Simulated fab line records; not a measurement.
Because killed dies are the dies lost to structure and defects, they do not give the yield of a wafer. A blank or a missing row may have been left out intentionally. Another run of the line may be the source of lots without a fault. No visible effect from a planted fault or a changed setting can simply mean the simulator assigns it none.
fab line records	flow sky130
[record] lots = 13	wafers = 38	last_day = 50
route steps=708 shown POLY_CUT@318 PASSIVATION@681 PAD_OPEN@707
lots that met no fault: from a run of the same line without faults
start_h: hours from the record's first day to the start of the lot's first wafer shown	wait_h: hours since the lot's step before	" the same as in the row above	L1.1+2: one row covering several wafers at once	- no value, or no start was given	* or withheld: withheld	< > ~ a bound
route shown NAME@n: a module of which the file shows steps, and the number in the route of the first	usual: mean/standard deviation taken from wafers without a fault	same: alike in all rows	chamber/n: place in a boat	sites: each site's reading	_std_site: their standard deviation	_edge_site: the outer-site mean with the inner-site mean subtracted	radius_mm: how far each site lies from the wafer's centre	mask NAME#n: copy n	behind: the tool/chamber that last shaped the wafer	hold: why the lot was held/for how many hours/how that ended	device: names the non-switching transistor (n, p or np)	end of line: at the end of the route, the tests of the same wafers	step lacking rows: just its recipe	killed: dies that structure and defects cost at the first sort, which is not the same as the wafer's yield	map: dies across one wafer; x = killed, . = not, _ = none there
set.NAME: the run value of the setting; set.NAME@STEP: its run value at that earlier step	model.NAME: the simulator's own value behind a step, which no gauge read
a sample of lots followed through the steps of the route, with each step as a table and each wafer as a row
services: when a tool's chamber went out of use (start_h, in hours from the record's first day, below 0 if earlier), for how many hours, and the reason
[[steps]]
[step SKY_POLY_CUT_ETCH_11]
[recipe] target = Si3N4	chemistry = CF4/CH2F2/Ar	stop_on = poly-Si	source_w = 600	bias_w = 150	pressure_mtorr = 40	cf4_flow_sccm = 40	ch2f2_flow_sccm = 20	Ar_flow_sccm = 150	time_s = 42.5	target_depth_a = 600
[usual] drypump_motor_current_A = 5.6/0.39	oes_product_au = 0.831/0.0063	throttle_valve_pct = 14.995/0.0091
lot.wafer	tool	chamber	start_h	wait_h	drypump_motor_current_A	oes_product_au	rf_hours_counter_h	throttle_valve_pct
L334.2	rie_diel-02	2	564.64	0.0	5.6	0.828	8	14.993
L334.4	"	3	"	"	4.8	0.844	11	15.012
L334.5	"	0	"	"	5.3	0.840	-	14.983
L336.1	rie_diel-03	0	592.06	0.0	5.3	0.823	23	14.998
L336.3	"	3	"	"	5.2	0.831	11	15.000
L336.4	"	1	"	"	6.0	0.835	8	14.995
L337.3	rie_diel-01	2	593.91	0.0	5.7	0.830	49	15.017
L337.5	"	3	"	"	6.1	0.843	-	14.978
L337.6	"	0	"	"	5.6	0.829	-	15.006
L341.2	rie_diel-03	1	646.57	0.0	6.0	0.823	9	14.985
L341.4	"	2	"	"	5.9	0.811	2	15.007
L345.2	rie_diel-02	0	680.22	0.0	5.3	0.829	10	15.007
L345.4	"	1	"	"	6.2	0.831	8	15.002
L345.5	"	2	"	"	5.6	0.831	-	14.986
L346.3	rie_diel-01	1	682.26	0.0	5.5	0.831	51	14.993
L346.4	"	2	"	"	5.7	0.829	-	14.992
L346.6	"	1	"	"	5.5	0.835	-	14.986
L347.1	rie_diel-02	2	684.92	0.0	5.6	0.834	11	14.977
L347.3	"	3	"	"	4.8	0.832	14	14.980
L347.6	"	3	"	"	4.9	0.835	-	15.002
L348.2	rie_diel-02	2	695.26	0.0	5.6	0.841	11	14.985
L348.4	"	0	"	"	5.3	0.838	11	15.000
L348.5	"	2	"	"	5.6	0.832	-	15.004
L351.2	rie_diel-01	3	702.87	0.0	6.2	0.836	16	14.985
L351.4	"	3	"	"	6.2	0.836	-	14.983
L351.5	"	0	"	"	5.6	0.831	-	14.997
L352.1	rie_diel-03	1	718.82	0.0	5.9	0.838	11	15.006
L352.2	"	2	"	"	5.8	0.823	4	14.976
L352.3	"	0	"	"	5.3	0.829	26	14.992
L353.3	rie_diel-03	3	720.49	0.0	5.2	0.830	14	15.002
L353.4	"	0	"	"	5.3	0.836	26	15.001
L353.5	"	1	"	"	6.0	0.827	-	15.002
L354.1	rie_diel-01	0	728.91	0.0	5.6	0.828	1	14.982
L354.4	"	2	"	"	5.7	0.833	-	15.000
L354.5	"	3	"	"	6.1	0.833	-	14.994
L356.1	rie_diel-03	2	741.92	0.0	5.9	0.824	5	14.996
L356.4	"	0	"	"	5.3	0.833	27	14.996
L356.5	"	3	"	"	5.2	0.831	-	15.002
[step SKY_PASSIVATION_CVD_00]
[recipe] material = SiO2	target_thk_nm = 90	temp_c = 400	time_s = withheld	rf_w = 600
[usual] heater_power_w = 675/110
lot.wafer	tool	chamber	start_h	wait_h	heater_power_w
L334.2	pecvd-01	2	1031.66	0.0	881
L334.4	"	1	"	"	621
L334.5	"	2	"	"	886
L336.1	pecvd-01	1	1053.26	0.0	626
L336.3	"	2	"	"	892
L336.4	"	0	"	"	658
L337.3	pecvd-02	0	1054.76	0.0	785
L337.5	"	2	"	"	490
L337.6	"	0	"	"	795
L341.2	pecvd-01	0	1094.27	0.0	717
L345.2	pecvd-02	2	1118.13	0.0	575
L345.4	"	0	"	"	795
L345.5	"	1	"	"	489
L346.3	pecvd-04	2	1121.03	0.0	797
L346.4	"	1	"	"	577
L346.6	"	0	"	"	647
L347.1	pecvd-01	2	1123.94	0.0	853
L347.3	"	1	"	"	722
L347.6	"	1	"	"	683
L348.2	pecvd-04	2	1128.82	0.0	753
L348.4	"	1	"	"	588
L348.5	"	2	"	"	765
L351.2	pecvd-02	0	1137.05	0.0	802
L351.4	"	0	"	"	785
L351.5	"	2	"	"	496
L352.1	pecvd-02	1	1146.76	0.0	570
L352.2	"	0	"	"	744
L352.3	"	2	"	"	503
L353.3	pecvd-04	2	1147.29	0.0	794
L353.4	"	0	"	"	662
L353.5	"	2	"	"	829
L354.1	pecvd-04	2	1152.15	0.0	762
L354.4	"	2	"	"	809
L354.5	"	0	"	"	577
L356.1	pecvd-02	2	1161.32	0.0	482
L356.4	"	2	"	"	474
L356.5	"	0	"	"	699
[step SKY_PASSIVATION_STRIP_12]
[recipe] chemistry = O2/N2	power_w = 1400	pressure_mtorr = 1500	platen_temp_c = withheld	overash_fraction = 0.7	o2_flow_sccm = 3000	n2_flow_sccm = 300
[usual] drypump_motor_current_A = 5.6/0.54	oes_product_au = 0.661/0.0045	strip_time_to_endpoint_s = 31.52/0.12
lot.wafer	tool	chamber	start_h	wait_h	drypump_motor_current_A	oes_product_au	rf_hours_counter_h	strip_time_to_endpoint_s
L334.2	plasma_asher-03	1	1054.10	0.1	5.0	0.666	57	31.62
L334.4	"	0	"	"	6.0	0.660	-	31.42
L334.5	"	1	"	"	5.0	0.662	-	31.57
L336.1	plasma_asher-04	1	1074.45	0.1	4.7	0.661	1	31.54
L336.3	"	0	"	"	5.0	0.666	-	31.55
L336.4	"	1	"	"	4.7	0.659	-	31.60
L337.3	plasma_asher-04	0	1076.23	0.1	5.0	0.661	-	31.32
L337.5	"	0	"	"	5.0	0.662	-	31.41
L337.6	"	1	"	"	4.7	0.656	-	31.25
L341.2	plasma_asher-02	1	1114.50	0.1	6.2	0.661	37	31.27
L345.2	plasma_asher-02	1	1138.00	0.1	6.2	0.661	39	31.51
L345.4	"	1	"	"	6.2	0.671	-	31.49
L345.5	"	1	"	"	6.2	0.657	-	31.66
L346.3	plasma_asher-02	1	1140.99	0.1	6.2	0.659	-	31.52
L346.4	"	0	"	"	5.8	0.655	-	31.48
L346.6	"	1	"	"	6.2	0.666	-	31.54
L347.1	plasma_asher-03	0	1143.38	0.1	6.0	0.664	66	31.67
L347.3	"	0	"	"	6.0	0.660	-	31.45
L347.6	"	1	"	"	5.0	0.659	-	31.47
L348.2	plasma_asher-03	1	1147.75	0.1	5.0	0.656	67	31.62
L348.4	"	1	"	"	5.0	0.660	-	31.47
L348.5	"	1	"	"	5.1	0.657	-	31.52
L351.2	plasma_asher-02	0	1155.48	0.1	5.8	0.657	41	31.63
L351.4	"	1	"	"	6.2	0.662	-	31.40
L351.5	"	1	"	"	6.2	0.666	-	31.49
L352.1	plasma_asher-03	0	1164.95	0.1	6.0	0.652	68	31.50
L352.2	"	1	"	"	5.1	0.653	68	31.42
L352.3	"	1	"	"	5.1	0.655	-	31.50
L353.3	plasma_asher-02	0	1165.77	0.1	5.8	0.671	-	31.58
L353.4	"	1	"	"	6.2	0.665	-	31.59
L353.5	"	0	"	"	5.8	0.662	-	31.58
L354.1	plasma_asher-02	0	1170.40	0.1	5.8	0.660	42	31.35
L354.4	"	1	"	"	6.2	0.657	-	31.19
L354.5	"	1	"	"	6.2	0.658	-	31.53
L356.1	plasma_asher-04	0	1179.00	0.1	5.0	0.655	11	31.54
L356.4	"	1	"	"	4.7	0.659	-	31.50
L356.5	"	1	"	"	4.7	0.660	-	31.50
[step SKY_PAD_OPEN_BOW_MEAS_13]
[recipe] mode = bow
[usual] PAD_OPEN_BOW = 49/8.5
lot.wafer	tool	chamber	start_h	wait_h	PAD_OPEN_BOW[um]
L334.2	film_metro-04	-	1077.65	-	45
L334.4	"	-	"	"	48
L334.5	"	-	"	"	43
L336.1	film_metro-03	-	1097.15	-	44
L336.3	"	-	"	"	30
L336.4	"	-	"	"	42
L337.3	film_metro-03	-	1098.71	-	63
L337.5	"	-	"	"	56
L337.6	"	-	"	"	66
L341.2	film_metro-03	-	1135.98	-	48
L345.2	film_metro-04	-	1157.95	-	54
L345.4	"	-	"	"	47
L345.5	"	-	"	"	53
L346.3	film_metro-04	-	1161.20	-	45
L346.4	"	-	"	"	46
L346.6	"	-	"	"	45
L347.1	film_metro-04	-	1163.67	-	39
L347.3	"	-	"	"	49
L347.6	"	-	"	"	43
L348.2	film_metro-03	-	1168.52	-	53
L348.4	"	-	"	"	47
L348.5	"	-	"	"	55
L351.2	film_metro-04	-	1175.20	-	54
L351.4	"	-	"	"	54
L351.5	"	-	"	"	46
L352.1	film_metro-04	-	1184.02	-	67
L352.2	"	-	"	"	49
L352.3	"	-	"	"	48
L353.3	film_metro-04	-	1185.44	-	49
L353.4	"	-	"	"	52
L353.5	"	-	"	"	61
L354.1	film_metro-04	-	1189.39	-	56
L354.4	"	-	"	"	54
L354.5	"	-	"	"	55
L356.1	film_metro-03	-	1197.27	-	50
L356.4	"	-	"	"	36
L356.5	"	-	"	"	41
[step SKY_PAD_OPEN_PROBE_99]
[usual] killed_at_M0_to_M3 = 44/7	killed_at_M4_up = 3.0/2	killed_at_contacts = 24/5.3	killed_at_front_end = 15/4	killed_at_other = 0.2/0.41	killed_dies = 87/9.1	killed_on_rim = 17/3.5	killed_open = 49/7.3	killed_short = 38/5.9
[same] gross_dies = 492	killed_at_back_side = 0
lot.wafer	tool	chamber	start_h	wait_h	killed_at_M0_to_M3	killed_at_M4_up	killed_at_contacts	killed_at_front_end	killed_at_other	killed_dies	killed_on_rim	killed_open	killed_short
L334.2	prober-02	-	1077.80	0.1	45	5	32	24	0	106	25	64	42
L334.4	prober-02	-	1077.90	0.2	43	8	24	19	0	94	22	40	54
L334.5	prober-02	-	1077.95	0.2	34	4	31	12	0	81	18	43	38
L336.1	prober-02	-	1097.27	0.1	22	2	27	17	1	69	12	42	27
L336.3	prober-02	-	1097.37	0.2	52	4	25	26	0	107	21	62	45
L336.4	prober-02	-	1097.42	0.2	50	1	31	18	1	101	19	59	42
L337.3	prober-01	-	1098.89	0.2	39	3	33	21	0	96	16	58	38
L337.5	prober-01	-	1098.99	0.2	46	2	21	15	0	84	16	48	36
L337.6	prober-01	-	1099.04	0.2	49	5	28	15	0	97	23	58	39
L341.2	prober-02	-	1136.13	0.1	39	1	20	12	0	72	11	42	30
L341.4	prober-02	-	1136.23	0.2	38	5	19	335	0	397	95	42	41
L353.3	prober-01	-	1185.62	0.2	43	2	30	14	1	90	22	52	38
L353.4	prober-01	-	1185.67	0.2	35	1	28	12	0	76	9	37	39
L353.5	prober-01	-	1185.72	0.2	62	0	28	11	0	101	17	62	39
L356.1	prober-02	-	1197.39	0.1	46	3	29	19	1	98	20	56	42
L356.4	prober-02	-	1197.54	0.2	40	1	24	12	1	78	12	45	33
L356.5	prober-02	-	1197.59	0.2	49	4	18	16	0	87	14	45	42
// killed by level:class
L334.2 LI_CONTACT:geometric_particle:open=12 CONTACT:geometric_particle:open=11 VIA1:geometric_particle:open=9 POLY_GATE:geometric_particle:open=8 METAL1:geometric_particle:short=8 FIELD_ISO:geometric_particle:open=7 VIA2:geometric_particle:open=7 VIA3:geometric_particle:short=7
L334.4 CONTACT:geometric_particle:open=8 METAL2:geometric_particle:short=7 VIA3:geometric_particle:open=7 METAL4:geometric_particle:short=7 FIELD_ISO:geometric_particle:short=5 LI_CONTACT:geometric_particle:open=5 CONTACT:geometric_particle:short=5 METAL1:geometric_particle:short=5
L334.5 CONTACT:geometric_particle:open=9 LI_CONTACT:geometric_particle:open=7 VIA1:geometric_particle:open=5 METAL1:geometric_particle:short=5 VIA1:geometric_particle:short=5 VIA3:geometric_particle:open=5 FIELD_ISO:geometric_particle:short=4 LI_CONTACT:geometric_particle:short=4
L336.1 LI_CONTACT:geometric_particle:open=10 CONTACT:geometric_particle:open=6 VIA1:geometric_particle:open=6 LOCAL_INTERCONNECT:geometric_particle:short=5 POLY_GATE:geometric_particle:open=4 CONTACT:geometric_particle:short=4 METAL2:geometric_particle:short=4 VIA2:geometric_particle:open=4
L336.3 VIA1:geometric_particle:open=12 VIA1:geometric_particle:short=9 LI_CONTACT:geometric_particle:open=9 VIA3:geometric_particle:open=8 CONTACT:geometric_particle:open=7 FIELD_ISO:geometric_particle:open=6 POLY_GATE:geometric_particle:short=5 POLY_GATE:geometric_particle:open=5
L336.4 VIA2:geometric_particle:open=14 VIA1:geometric_particle:open=13 CONTACT:geometric_particle:open=11 METAL2:geometric_particle:short=9 LI_CONTACT:geometric_particle:open=7 LOCAL_INTERCONNECT:geometric_particle:short=6 FIELD_ISO:geometric_particle:short=5 POLY_GATE:geometric_particle:open=5
L337.3 CONTACT:geometric_particle:open=15 LI_CONTACT:geometric_particle:open=8 VIA1:geometric_particle:open=8 VIA3:geometric_particle:open=6 SPACER:geometric_particle:open=5 METAL1:geometric_particle:short=5 METAL2:geometric_particle:short=5 FIELD_ISO:geometric_particle:short=4
L337.5 CONTACT:geometric_particle:open=9 VIA1:geometric_particle:open=8 METAL1:geometric_particle:short=8 VIA3:geometric_particle:open=8 LI_CONTACT:geometric_particle:open=5 VIA2:geometric_particle:open=5 POLY_GATE:geometric_particle:open=3 POLY_GATE:geometric_particle:short=3
L337.6 VIA1:geometric_particle:open=14 CONTACT:geometric_particle:open=10 LI_CONTACT:geometric_particle:open=9 VIA3:geometric_particle:open=7 VIA1:geometric_particle:short=6 METAL1:geometric_particle:short=4 METAL2:geometric_particle:short=4 METAL4:geometric_particle:short=4
L341.2 VIA1:geometric_particle:open=9 LI_CONTACT:geometric_particle:open=7 LOCAL_INTERCONNECT:geometric_particle:short=5 VIA3:geometric_particle:open=5 POLY_GATE:geometric_particle:open=4 POLY_GATE:geometric_particle:short=4 CONTACT:geometric_particle:open=4 VIA2:geometric_particle:open=4
L341.4 POLY_CUT:area_etch=314 VIA1:geometric_particle:open=8 FIELD_ISO:geometric_particle:short=7 CONTACT:geometric_particle:open=7 VIA2:geometric_particle:open=7 METAL2:geometric_particle:short=6 POLY_GATE:geometric_particle:short=5 VIA1:geometric_particle:short=5
L353.3 LI_CONTACT:geometric_particle:open=10 CONTACT:geometric_particle:short=10 VIA2:geometric_particle:open=8 VIA3:geometric_particle:open=7 METAL1:geometric_particle:short=6 CONTACT:geometric_particle:open=6 FIELD_ISO:geometric_particle:open=5 VIA1:geometric_particle:open=5
L353.4 VIA1:geometric_particle:open=10 CONTACT:geometric_particle:short=7 METAL1:geometric_particle:short=7 LI_CONTACT:geometric_particle:open=6 LI_CONTACT:geometric_particle:short=5 LOCAL_INTERCONNECT:geometric_particle:short=5 CONTACT:geometric_particle:open=4 FIELD_ISO:geometric_particle:short=3
L353.5 VIA1:geometric_particle:open=14 CONTACT:geometric_particle:open=13 VIA3:geometric_particle:open=9 LI_CONTACT:geometric_particle:open=7 VIA2:geometric_particle:open=7 METAL1:geometric_particle:short=6 METAL2:geometric_particle:short=6 VIA1:geometric_particle:short=4
L356.1 LI_CONTACT:geometric_particle:open=10 POLY_GATE:geometric_particle:open=8 VIA2:geometric_particle:open=8 METAL1:geometric_particle:short=7 VIA1:geometric_particle:open=6 LOCAL_INTERCONNECT:geometric_particle:short=6 CONTACT:geometric_particle:open=6 METAL2:geometric_particle:short=6
L356.4 CONTACT:geometric_particle:open=10 VIA2:geometric_particle:open=9 VIA3:geometric_particle:open=7 VIA1:geometric_particle:open=6 LI_CONTACT:geometric_particle:open=5 METAL1:geometric_particle:short=5 POLY_GATE:geometric_particle:short=4 CONTACT:geometric_particle:short=4
L356.5 VIA1:geometric_particle:open=10 METAL2:geometric_particle:short=9 VIA3:geometric_particle:open=8 CONTACT:geometric_particle:open=6 CONTACT:geometric_particle:short=6 VIA1:geometric_particle:short=6 FIELD_ISO:geometric_particle:open=4 LI_CONTACT:geometric_particle:open=4
[[services]]
tool	chamber	start_h	hours	kind
pecvd-02	2	545.67	2.9	repair
plasma_asher-03	-	576.64	2.3	repair
rie_diel-02	0	603.50	1.5	repair
plasma_asher-03	-	609.13	39.3	pm
pecvd-04	2	612.26	5.5	repair
rie_diel-01	3	630.12	9.4	repair
rie_diel-03	1	639.04	5.1	repair
rie_diel-02	3	639.76	2.1	repair
pecvd-02	-	658.26	5.5	repair
pecvd-02	-	721.88	2.8	pm
plasma_asher-02	-	733.75	9.0	pm
plasma_asher-02	-	781.15	2.8	pm
pecvd-02	1	787.35	22.9	repair
plasma_asher-02	-	853.60	1.0	repair
rie_diel-03	1	862.77	4.6	repair
plasma_asher-02	-	897.09	4.3	pm
rie_diel-03	1	921.89	4.5	repair
pecvd-02	0	925.85	14.5	repair
pecvd-02	0	1002.81	5.2	repair
pecvd-02	-	1019.94	14.6	pm
rie_diel-03	3	1073.10	5.9	repair
plasma_asher-02	-	1084.26	1.2	repair
rie_diel-03	1	1088.69	7.5	repair
rie_diel-03	0	1128.43	5.4	repair
[[key]]
[first_sign] step = SKY_PAD_OPEN_PROBE_99	reading = killed_at_front_end	direction = up	sigmas = 81	usual = 15	struck = 335
[effect] step = SKY_PAD_OPEN_PROBE_99	reading = killed_dies	direction = up	sigmas = 34	usual = 87	struck = 397
[more_kills_born_at] SKY_POLY_CUT_ETCH_11@rie_diel-03 = 314
met_at SKY_POLY_CUT_ETCH_11
struck_lots L341
struck_wafers L341.4
later_rows_left_out L341.4
tester_left_out L341
not_acting_at SKY_PASSIVATION_CVD_00,SKY_PASSIVATION_STRIP_12,SKY_PAD_OPEN_BOW_MEAS_13
onset_between 592.06 646.57
[fault] kind = process_parameter_drift	tool = rie_diel-03	chamber = -	onset_h = 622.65	steps = SKY_POLY_CUT_ETCH_11	channel = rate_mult	offset = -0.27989	shape = step	end_h = 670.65	scope = struck_wafers_only
// tester_left_out: of these lots the tester's yield and bins aren't shown, on N5 and GAA mostly nor the transistor test; their killed dies are dies lost to structure and defects alone, not to doping, threshold or leakage, so they don't give the yield
// later_rows_left_out: the simulator's readings of these wafers behind a module that went badly wrong aren't trusted and aren't shown, but for the sort
